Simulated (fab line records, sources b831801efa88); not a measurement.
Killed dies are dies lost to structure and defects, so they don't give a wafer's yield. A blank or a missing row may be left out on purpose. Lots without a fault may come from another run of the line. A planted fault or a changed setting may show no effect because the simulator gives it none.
Problem report in the 8D (eight disciplines) form, filled by code | flow gf180mcu | the parts of the form that need people (team, actions taken, sign-off) are left out

1. THE PROBLEM
MVSD_TW at GF_MVSD_TW_MEAS_11 reads a mean of 1443 on 6 wafers of 2 lots; wafers without a fault read 1589 with a standard deviation of 12. That is -12 standard deviations from the usual mean.
First seen on wafer L160.1, day 7 15:25, on film_metro-02. The record holds 36 wafers of 12 lots with a number at this step. Rule for "out", or "out of limits": more than 4 standard deviations from the usual mean. The other wafers with a number count as sound.

2. WHAT IT IS AND WHAT IT IS NOT
question                    | is                           | is not
which readings at this step | MVSD_TW                      | -
which lots                  | L160, L161                   | L148, L149, L150, L153, L155, L163, L164, L165, L166, L168
which wafers of those lots  | all that have a number       | -
read on which gauges        | film_metro-02, film_metro-03 | film_metro-04
when                        | from day 7 15:25             | up to then (15 sound wafers); but 15 sound wafers of L163, L164, L165, L166, L168 came after

3. SUSPECTS, AND WHAT RULES EACH OUT
Counting: a tool at a process step up to the reading stays a suspect if it ran every lot that is out and no sound lot after the first of them.
- the gauge at GF_MVSD_TW_MEAS_11: ruled out. The wafers that are out were read on 2 gauges (film_metro-02, film_metro-03).
- implanter-04 at GF_MVSD_IMPLANT_08: kept. It ran every lot that is out, first L160 (day 7 15:01), and no sound lot after that; its last sound lot up to then is L155 (day 6 11:05). Its own readings are out on those wafers: dose_ions_cm2, faraday_current_uA.
Left after counting: implanter-04 at GF_MVSD_IMPLANT_08.

4. THE CAUSE (what the simulator had put in)
Process parameter drift: implanter-04, from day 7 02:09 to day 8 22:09, at GF_MVSD_IMPLANT_08. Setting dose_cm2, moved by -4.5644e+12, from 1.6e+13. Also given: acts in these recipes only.
Counting left only this tool.

5. THE CHAIN OF EFFECTS, in route order
Each row: a reading whose mean over the struck wafers that have a number lies more than 3 standard deviations from the usual. Only readings for which the record gives a usual standard deviation are gone through. hours: the time from each lot's start at the first step in this table that gives one to its start at this step, as a median over the lots. sigmas: the change in usual standard deviations.
hours | step                     | reading            | usual        | on struck wafers | change      | sigmas
0     | GF_MVSD_IMPLANT_08       | dose_ions_cm2      | 1.5998e+13   | 1.1425e+13       | -4.5727e+12 | -99 or more
0     | GF_MVSD_IMPLANT_08       | faraday_current_uA | 90.2         | 63.5             | -26.7       | -15
0     | GF_MVSD_TW_MEAS_11       | MVSD_TW            | 1589         | 1443             | -146        | -12
89    | GF_VT_IMPLANT_RS_MEAS_46 | MVSD_RS            | 456.4 ohm/sq | 539.3            | +82.9       | +83
The process steps in it:
- GF_MVSD_IMPLANT_08
Later measuring or inspecting steps at which every struck wafer that the step has a row for has a number for every such reading, and none has moved that far: GF_MVPSD_OVL_MEAS_07, GF_POLY_GATE_OVL_MEAS_11.

6. WHAT WOULD HAVE CAUGHT IT SOONER
In this record the first reading out of limits at a measuring or inspecting step was taken at day 7 15:25, 13 hours after the fault began at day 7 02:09.
The tool's own readings at GF_MVSD_IMPLANT_08 were out on every struck wafer that the step has a row for (dose_ions_cm2, faraday_current_uA): an alarm limit on them would have fired on the first of those.
Of the lots that are out (2), L161 began GF_MVSD_IMPLANT_08 on implanter-04 after day 7 15:25. A hold on the tool at that time would have spared it.
